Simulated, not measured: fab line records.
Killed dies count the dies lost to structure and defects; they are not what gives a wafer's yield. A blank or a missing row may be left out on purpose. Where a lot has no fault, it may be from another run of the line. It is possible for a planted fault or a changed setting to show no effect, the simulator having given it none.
8D (eight disciplines) problem report, filled in by code ; flow gf180mcu ; the parts of the form that need people (team, actions taken, sign-off) are left out

== 1. PROBLEM STATEMENT ==
Mean VT_IMPLANT_OVL at GF_VT_IMPLANT_OVL_MEAS_07: 83.0 nm over 6 wafers in 2 lots; fault-free wafers: -0.2 nm, standard deviation 1.5. Relative to the usual mean, that is a shift of +55 standard deviations.
Earliest sighting: wafer L331.1 on overlay-01 at day 9 21:49. At this step, 39 wafers from 13 lots have a number in the record. Rule for "out", or "out of limits": more than 4 standard deviations from the usual mean. The other wafers with a number count as sound.

== 2. WHAT IT IS, AND WHAT IT ISN'T ==
question;is;is not
which readings at this step;VT_IMPLANT_OVL;-
which lots;L331, L332;L316, L317, L318, L320, L321, L322, L323, L324, L326, L337, L338
which wafers of those lots;all that have a number;-
read on which gauges;overlay-01, overlay-02;-
when;from day 9 21:49;"up to then (27 sound wafers); but 6 sound wafers of L337, L338 came after"

== 3. WHAT RULES OUT EACH SUSPECT ==
Counting: a tool stays on the suspect list if, at a process step up to the reading, it processed all lots that are out and no sound lot following the first of them.
- the gauge at GF_VT_IMPLANT_OVL_MEAS_07 has been ruled out. Those wafers that are out were read across 2 gauges (overlay-01, overlay-02).
- plasma-asher-03 at GF_MVPSD_STRIP_10 (strips in O2/N2): ruled out as a lasting fault. Sound lots L338 ran on it after its first lot that is out, L331 (day 9 04:11).
- iline-stepper-01 at GF_VT_IMPLANT_EXPOSE_04 (exposes mask LVPWELL LV AREA, target cd 600 nm): kept. All lots that are out passed through it, beginning with L331 at day 9 13:24, and no sound lot followed; its final sound lot before that point was L326 at day 8 05:41.
Left after counting: iline-stepper-01 at GF_VT_IMPLANT_EXPOSE_04.

== 4. THE CAUSE (what the simulator had put in) ==
Scanner matching overlay: iline-stepper-01, from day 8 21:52 on, at GF_VT_IMPLANT_EXPOSE_04. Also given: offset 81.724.
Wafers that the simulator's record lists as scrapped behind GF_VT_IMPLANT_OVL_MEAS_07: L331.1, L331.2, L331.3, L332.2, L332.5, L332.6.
The count eliminated every tool but this one.

== 5. SEQUENCE OF EFFECTS, ordered by route ==
Rows list readings where the struck wafers' mean (over those with a number) sits beyond 3 standard deviations from the usual. Only readings whose record carries a usual standard deviation are examined. hours: median over the lots of the time between each lot's start at the first step of this table that gives one and its start at this step. sigmas: the change, counted in usual standard deviations.
hours;step;reading;usual;on struck wafers;change;sigmas
0;GF_VT_IMPLANT_OVL_MEAS_07;VT_IMPLANT_OVL;-0.2 nm;83.0;+83.2;+55

== 6. HOW IT WOULD HAVE BEEN CAUGHT EARLIER ==
24 hours passed between the start of the fault at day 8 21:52 and the first reading out of limits at a measuring or inspecting step in this record, taken at day 9 21:49.
Of the tool readings at GF_VT_IMPLANT_EXPOSE_04 for which the record gives a usual standard deviation, none was out on any struck wafer, so an alarm limit of 4 standard deviations on them would not have fired.
Lots out: 2; all had begun GF_VT_IMPLANT_EXPOSE_04 on iline-stepper-01 by day 9 21:49. Had the tool been put on hold then, not one of them would have been saved.
